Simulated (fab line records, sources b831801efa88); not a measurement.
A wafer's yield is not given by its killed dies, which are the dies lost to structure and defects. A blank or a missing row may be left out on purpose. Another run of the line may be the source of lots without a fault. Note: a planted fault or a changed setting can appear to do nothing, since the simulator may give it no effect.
fab line records	flow sky130
record: lots: 10	wafers: 30	last-day: 50
route steps=708 shown DNWELL@43 VT_ADJUST_HVTR@142 LDD_N@244 CONTACT@430
lots that met no fault: from a run of the same line without faults
start-h: the number of hours between the record's first day and the start of the first shown wafer of the lot	wait-h: hours from the lot's prior step to this one	" same as the row above	L1.1+2: several wafers, shown together as one row	- no value, or no start given	* or withheld: withheld	< > ~ a bound
route shown NAME@n: a module of which the file shows steps, and the number in the route of the first	usual: mean/standard deviation taken from wafers without a fault	same: alike in all rows	chamber/n: place in a boat	sites: the reading at each site	_std_site: their standard deviation	_edge_site: the outer-site mean with the inner-site mean subtracted	radius-mm: for every site, how far away it sits from the centre of the wafer	mask NAME#n: copy n	behind: the tool/chamber that last shaped the wafer	hold: reason for holding the lot/hours on hold/outcome of the hold	device: whichever transistor did not switch (one of n, p or np)	end of line: the route-end tests of the same wafers	where a step has no rows: the recipe by itself	killed: the dies lost at the first sort to structure and to defects; this is not the yield of the wafer	map: a wafer's dies, x killed, . not, _ none there
set.NAME: the setting the step ran with; set.NAME@STEP: the setting that earlier step ran with	model.NAME: the simulator's own value behind a step, which no gauge read
steps of the route over a sample of lots; a table a step, a row a wafer
services: when a tool's chamber went out of use (start-h, in hours from the record's first day, below 0 if earlier), for how many hours, and the reason
== steps ==
step: SKY_DNWELL_STRIP_08
recipe: chemistry: O2/N2	power-w: 1400	pressure-mtorr: 1500	platen-temp-c: withheld	o2-flow-sccm: 3000	n2-flow-sccm: 300	overash-fraction: 0.5
usual: chamber-pressure-mTorr: 1499.9/1.4	drypump-motor-current-A: 5.66/0.18	n2-flow-sccm: 300.1/0.86	oes-product-au: 0.723/0.0052	strip-time-to-endpoint-s: 36.95/0.089
lot.wafer	tool	chamber	start-h	wait-h	chamber-pressure-mTorr	drypump-motor-current-A	n2-flow-sccm	oes-product-au	rf-hours-counter-h	strip-time-to-endpoint-s
L694.3	plasma-asher-03	1	68.51	0.1	1499.1	5.83	299.8	0.728	-	36.99
L694.5	"	1	"	"	1500.9	5.82	300.8	0.718	-	36.92
L694.6	"	0	"	"	1500.8	5.73	301.6	0.719	-	36.86
L695.1	plasma-asher-02	0	68.66	0.1	1500.3	5.81	299.1	0.721	39	37.03
L695.2	"	1	"	"	1498.0	5.87	299.0	0.714	39	37.04
L695.4	"	0	"	"	1499.7	5.81	300.1	0.720	-	36.97
L697.4	plasma-asher-03	0	84.48	0.1	1501.3	5.75	299.9	0.721	-	36.86
L697.5	"	0	"	"	1498.3	5.76	299.3	0.720	-	36.87
L697.6	"	1	"	"	1500.6	5.84	299.1	0.720	-	36.87
L700.2	plasma-asher-03	1	91.76	0.1	1499.7	5.86	300.9	0.728	41	36.90
L700.3	"	0	"	"	1498.9	5.76	299.4	0.718	-	37.02
L700.4	"	1	"	"	1498.5	5.90	301.1	0.730	-	36.96
L702.4	plasma-asher-01	1	102.21	0.1	1496.6	5.43	300.3	0.722	-	36.79
L702.5	"	1	"	"	1500.1	5.42	299.1	0.733	-	36.98
L702.6	"	0	"	"	1499.0	5.48	299.0	0.721	-	36.94
L703.2	plasma-asher-01	0	112.38	0.1	1502.5	5.49	300.6	0.727	42	37.02
L703.3	"	0	"	"	1501.5	5.46	299.6	0.728	-	37.08
L703.5	"	0	"	"	1499.7	5.47	299.5	0.717	-	36.97
L710.1	plasma-asher-02	0	142.91	0.1	1500.0	5.83	299.5	0.729	46	36.89
L710.2	"	1	"	"	1499.8	5.84	301.3	0.725	46	36.93
L710.4	"	0	"	"	1499.9	5.82	299.9	0.723	-	36.99
L712.4	plasma-asher-02	1	157.93	0.1	1499.0	5.84	300.3	0.724	-	36.88
L712.5	"	1	"	"	1500.8	5.85	300.4	0.726	-	36.96
L712.6	"	0	"	"	1501.0	5.83	301.1	0.725	-	36.94
L713.3	plasma-asher-01	0	162.43	0.1	1499.4	5.47	299.6	0.731	-	37.04
L713.4	"	1	"	"	1498.3	5.43	300.4	0.721	-	37.08
L713.6	"	1	"	"	1502.0	5.42	300.8	0.722	-	36.94
L716.2	plasma-asher-01	1	176.03	0.1	1501.0	5.42	297.9	0.724	49	36.80
L716.3	"	1	"	"	1500.3	5.43	299.3	0.721	-	36.75
L716.4	"	0	"	"	1499.2	5.48	300.3	0.719	-	36.73
step: SKY_VT_ADJUST_HVTR_TW_MEAS_11
usual: VT_ADJUST_HVTR_TW: 210.2/1.5
lot.wafer	tool	chamber	start-h	wait-h	VT_ADJUST_HVTR_TW
L694.3	film-metro-03	-	224.60	0.1	207.2
L694.5	"	-	"	"	208.1
L694.6	"	-	"	"	208.8
L695.1	film-metro-02	-	226.79	0.1	209.3
L695.2	"	-	"	"	208.9
L695.4	"	-	"	"	209.1
L697.4	film-metro-04	-	246.32	0.1	212.7
L697.5	"	-	"	"	212.1
L697.6	"	-	"	"	212.6
L700.2	film-metro-02	-	255.82	0.1	210.4
L700.3	"	-	"	"	210.6
L700.4	"	-	"	"	208.9
L702.4	film-metro-04	-	269.92	0.1	211.2
L702.5	"	-	"	"	212.2
L702.6	"	-	"	"	212.1
L703.2	film-metro-03	-	283.65	0.1	208.5
L703.3	"	-	"	"	208.2
L703.5	"	-	"	"	207.6
L710.1	film-metro-04	-	326.19	0.1	211.0
L710.2	"	-	"	"	212.7
L710.4	"	-	"	"	212.2
L712.4	film-metro-04	-	344.52	0.1	212.2
L712.5	"	-	"	"	210.6
L712.6	"	-	"	"	212.8
L713.3	film-metro-03	-	351.07	0.1	209.5
L713.4	"	-	"	"	209.4
L713.6	"	-	"	"	208.2
L716.2	film-metro-03	-	368.48	0.1	209.3
L716.3	"	-	"	"	210.4
L716.4	"	-	"	"	209.3
step: SKY_LDD_N_OVL_MEAS_07
usual: LDD_N_OVL: -0.4/1.3
lot.wafer	tool	chamber	start-h	wait-h	LDD_N_OVL[nm]
L694.3	overlay-02	-	425.54	0.1	2.1
L694.5	"	-	"	"	-0.2
L694.6	"	-	"	"	-0.5
L695.1	overlay-02	-	435.18	0.1	-2.3
L695.2	"	-	"	"	-1.3
L695.4	"	-	"	"	-0.5
L697.4	overlay-01	-	451.40	0.1	0.8
L697.5	"	-	"	"	0.3
L697.6	"	-	"	"	0.6
L700.2	overlay-02	-	469.88	0.1	1.5
L700.3	"	-	"	"	1.1
L700.4	"	-	"	"	-1.4
L702.4	overlay-02	-	480.73	0.1	-0.5
L702.5	"	-	"	"	-1.3
L702.6	"	-	"	"	-0.4
L703.2	overlay-02	-	516.33	0.1	-1.8
L703.3	"	-	"	"	0.0
L703.5	"	-	"	"	-1.1
L710.1	overlay-02	-	553.26	0.1	-3.0
L710.2	"	-	"	"	-0.8
L710.4	"	-	"	"	0.3
L712.4	overlay-02	-	571.10	0.1	-0.2
L712.5	"	-	"	"	0.5
L712.6	"	-	"	"	1.5
L713.3	overlay-02	-	575.09	0.1	-0.8
L713.4	"	-	"	"	-0.8
L713.6	"	-	"	"	-0.2
L716.2	overlay-02	-	595.43	0.1	1.5
L716.3	"	-	"	"	1.3
L716.4	"	-	"	"	3.0
step: SKY_CONTACT_CVD_24
recipe: material: W	target-thk-nm: 340	time-s: 102.12	temp-c: 400	pressure-torr: 40
usual: heater-power-w: 802/60
lot.wafer	tool	chamber	start-h	wait-h	heater-power-w
L694.3	cvd-w-02	1	762.49	0.1	874
L694.5	"	0	"	"	801
L694.6	"	1	"	"	898
L695.1	cvd-w-01	0	766.91	0.0	736
L695.2	"	1	"	"	780
L695.4	"	1	"	"	802
L697.4	cvd-w-02	1	780.74	0.1	876
L697.5	"	1	"	"	881
L697.6	"	0	"	"	787
L700.2	cvd-w-02	1	801.70	0.0	867
L700.3	"	1	"	"	887
L700.4	"	0	"	"	799
L702.4	cvd-w-02	1	807.78	0.1	869
L702.5	"	1	"	"	890
L702.6	"	0	"	"	804
L703.2	cvd-w-02	1	838.35	0.0	868
L703.3	"	1	"	"	878
L703.5	"	1	"	"	860
L710.1	cvd-w-01	1	870.05	0.0	790
L710.2	"	0	"	"	711
L710.4	"	0	"	"	725
L712.4	cvd-w-01	0	885.39	0.1	714
L712.5	"	0	"	"	720
L712.6	"	1	"	"	779
L713.3	cvd-w-02	0	889.47	0.1	793
L713.4	"	1	"	"	882
L713.6	"	1	"	"	878
L716.2	cvd-w-02	0	907.33	0.0	805
L716.3	"	1	"	"	865
L716.4	"	0	"	"	828
step: SKY_CONTACT_RS_MEAS_25
recipe: thk-meas-gauge: four-point-probe	reads: W_of_CONTACT_CVD_24+TiN_of_CONTACT_SPUTTER_23
usual: CONTACT_W_RS: 0.343/0.004
lot.wafer	tool	chamber	start-h	wait-h	hold	CONTACT_W_RS[ohm/sq]
L694.3	film-metro-04	-	762.60	0.1	-	0.347
L694.5	"	-	"	"	-	0.348
L694.6	"	-	"	"	-	0.349
L695.1	film-metro-04	-	767.02	0.1	-	0.335
L695.2	"	-	"	"	-	0.334
L695.4	"	-	"	"	-	0.341
L697.4	film-metro-01	-	780.87	0.1	-	0.350
L697.5	"	-	"	"	-	0.348
L697.6	"	-	"	"	-	0.346
L700.2	film-metro-02	-	801.83	0.1	-	0.347
L700.3	"	-	"	"	-	0.347
L700.4	"	-	"	"	-	0.346
L702.4	film-metro-01	-	807.91	0.1	await-dispo/0.2h/release	0.350
L702.5	"	-	"	"	await-dispo/0.2h/release	0.515
L702.6	"	-	"	"	await-dispo/0.2h/release	0.347
L702.4	film-metro-01	-	808.20	0.3	-	0.349
L702.5	"	-	"	"	-	0.513
L702.6	"	-	"	"	-	0.347
L703.2	film-metro-02	-	838.48	0.1	await-dispo/0.2h/release	0.499
L703.3	"	-	"	"	await-dispo/0.2h/release	0.346
L703.5	"	-	"	"	await-dispo/0.2h/release	0.495
L703.2	film-metro-02	-	838.76	0.3	-	0.499
L703.3	"	-	"	"	-	0.346
L703.5	"	-	"	"	-	0.495
L710.1	film-metro-01	-	870.16	0.1	-	0.341
L710.2	"	-	"	"	-	0.345
L710.4	"	-	"	"	-	0.342
L712.4	film-metro-01	-	885.53	0.1	-	0.341
L712.5	"	-	"	"	-	0.344
L712.6	"	-	"	"	-	0.340
L713.3	film-metro-04	-	889.58	0.1	-	0.341
L713.4	"	-	"	"	-	0.344
L713.6	"	-	"	"	-	0.345
L716.2	film-metro-04	-	907.46	0.1	-	0.346
L716.3	"	-	"	"	-	0.343
L716.4	"	-	"	"	-	0.339
step: SKY_CONTACT_THK_MEAS_26
recipe: thk-meas-gauge: xrf	reads: W_of_CONTACT_CVD_24
usual: CONTACT_W_THK: 322/4.5
lot.wafer	tool	chamber	start-h	wait-h	hold	CONTACT_W_THK[nm]
L694.3	film-metro-04	-	762.70	0.1	-	318
L694.5	"	-	"	"	-	321
L694.6	"	-	"	"	-	319
L695.1	film-metro-04	-	767.14	0.1	-	328
L695.2	"	-	"	"	-	332
L695.4	"	-	"	"	-	322
L697.4	film-metro-01	-	780.96	0.1	-	315
L697.5	"	-	"	"	-	317
L697.6	"	-	"	"	-	316
L700.2	film-metro-02	-	801.94	0.1	-	323
L700.3	"	-	"	"	-	323
L700.4	"	-	"	"	-	324
L702.4	film-metro-01	-	810.05	1.8	await-dispo/0.2h/release	312
L702.5	"	-	"	"	await-dispo/0.2h/release	217
L702.6	"	-	"	"	await-dispo/0.2h/release	315
L702.4	film-metro-01	-	810.27	0.2	-	313
L702.5	"	-	"	"	-	218
L702.6	"	-	"	"	-	318
L703.2	film-metro-02	-	841.04	2.3	await-dispo/0.2h/release	226
L703.3	"	-	"	"	await-dispo/0.2h/release	321
L703.5	"	-	"	"	await-dispo/0.2h/release	228
L703.2	film-metro-02	-	841.27	0.2	-	227
L703.3	"	-	"	"	-	324
L703.5	"	-	"	"	-	228
L710.1	film-metro-01	-	870.28	0.1	-	325
L710.2	"	-	"	"	-	320
L710.4	"	-	"	"	-	324
L712.4	film-metro-01	-	885.62	0.1	-	322
L712.5	"	-	"	"	-	321
L712.6	"	-	"	"	-	326
L713.3	film-metro-04	-	889.68	0.1	-	323
L713.4	"	-	"	"	-	322
L713.6	"	-	"	"	-	319
L716.2	film-metro-04	-	907.57	0.1	-	320
L716.3	"	-	"	"	-	322
L716.4	"	-	"	"	-	326
step: SKY_CONTACT_CMP_27
recipe: stop-on: SiO2	t-overpolish-s: 15	down-force-psi: 3.5	platen-rpm: 60	target-thk-nm: 0	pad-velocity-m-s: 0.94248
usual: motor-current-A: 10.9/1.2	time-to-endpoint-s: 81/4.6
lot.wafer	tool	chamber	start-h	wait-h	hold	motor-current-A	time-to-endpoint-s
L694.3	cmp-01	2	762.74	0.0	-	10.4	80
L694.5	"	2	"	"	-	10.8	79
L694.6	"	3	"	"	-	11.5	74
L695.2	cmp-01	0	767.20	0.0	-	10.6	84
L695.4	"	2	"	"	-	11.0	85
L695.1	"	3	"	"	-	11.7	85
L697.4	cmp-01	3	781.04	0.1	-	10.9	74
L697.5	"	2	"	"	-	10.6	80
L697.6	"	3	"	"	-	11.9	76
L700.4	cmp-01	1	801.99	0.0	-	10.6	76
L700.3	"	2	"	"	-	10.6	84
L700.2	"	0	"	"	-	10.8	81
L702.4	cmp-02	3	813.59	3.3	await-dispo/3.3h/release	10.3	79
L702.6	"	3	"	"	await-dispo/3.3h/release	10.0	82
L702.5	"	0	"	"	await-dispo/3.3h/release	11.9	60
L703.2	cmp-02	3	843.08	1.8	await-dispo/1.7h/release	10.3	54
L703.3	"	0	"	"	await-dispo/1.7h/release	11.5	83
L703.5	"	2	"	"	await-dispo/1.7h/release	8.8	53
L710.1	cmp-02	0	870.39	0.1	-	11.6	80
L710.4	"	1	"	"	-	13.3	84
L710.2	"	2	"	"	-	9.3	70
L712.4	cmp-02	1	885.80	0.2	-	12.0	92
L712.5	"	2	"	"	-	9.1	83
L712.6	"	3	"	"	-	10.5	86
L713.4	cmp-01	1	889.77	0.1	-	9.9	73
L713.3	"	3	"	"	-	11.2	74
L713.6	"	0	"	"	-	11.0	76
L716.2	cmp-01	1	907.62	0.0	-	10.1	73
L716.4	"	2	"	"	-	10.2	76
L716.3	"	3	"	"	-	11.5	72
== services ==
tool	chamber	start-h	hours	kind
cvd-w-02	-	46.20	1.6	repair
cvd-w-02	1	59.58	10.1	repair
cmp-01	-	64.00	4.0	pm
cvd-w-02	-	84.51	6.9	pm
cmp-01	-	95.21	18.0	repair
cmp-01	-	126.80	1.2	repair
cmp-01	-	128.04	6.3	pm
cvd-w-02	-	129.45	1.8	repair
cmp-01	-	135.17	2.2	repair
cvd-w-02	-	139.19	0.4	repair
cmp-01	-	178.95	17.8	repair
cvd-w-02	-	180.59	4.0	repair
cvd-w-02	1	198.19	3.1	repair
cmp-01	-	204.44	0.3	repair
cvd-w-02	0	220.03	9.7	repair
cvd-w-02	-	259.89	0.5	repair
cvd-w-02	-	369.03	3.8	pm
cvd-w-02	-	390.00	14.0	pm
cvd-w-02	-	521.39	1.5	repair
cvd-w-02	-	632.65	6.0	pm
cvd-w-02	1	640.40	3.1	repair
cvd-w-02	-	640.40	0.8	repair
cvd-w-02	-	819.51	2.8	pm
cvd-w-02	0	855.61	1.2	repair
== key ==
first-sign: step: SKY_CONTACT_RS_MEAS_25	reading: visit	direction: added
effect: step: SKY_CONTACT_RS_MEAS_25	reading: CONTACT_W_RS	direction: up	sigmas: 40	usual: 0.343	struck: 0.503
effect: step: SKY_CONTACT_THK_MEAS_26	reading: visit	direction: added
effect: step: SKY_CONTACT_THK_MEAS_26	reading: CONTACT_W_THK	direction: down	sigmas: 22	usual: 322	struck: 224
effect: step: SKY_CONTACT_CMP_27	reading: time-to-endpoint-s	direction: down	sigmas: 5.3	usual: *	struck: *
met-at SKY_CONTACT_CVD_24
struck-lots L702,L703
struck-wafers L702.5,L703.2,L703.5
tester-left-out L702,L703
not-acting-at SKY_DNWELL_STRIP_08,SKY_VT_ADJUST_HVTR_TW_MEAS_11,SKY_LDD_N_OVL_MEAS_07
onset-between 801.70 807.78
fault: kind: process-parameter-drift	tool: cvd-w-02	chamber: -	onset-h: 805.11	steps: SKY_CONTACT_CVD_24	channel: target-thk-nm	offset: -100.99	shape: step	end-h: 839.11	scope: struck-wafers-only	acts-in: these-recipes-only	stated: 340
tester-left-out: of these lots the tester's yield and bins aren't shown, on N5 and GAA mostly nor the transistor test; their killed dies are dies lost to structure and defects alone, not to doping, threshold or leakage, so they don't give the yield
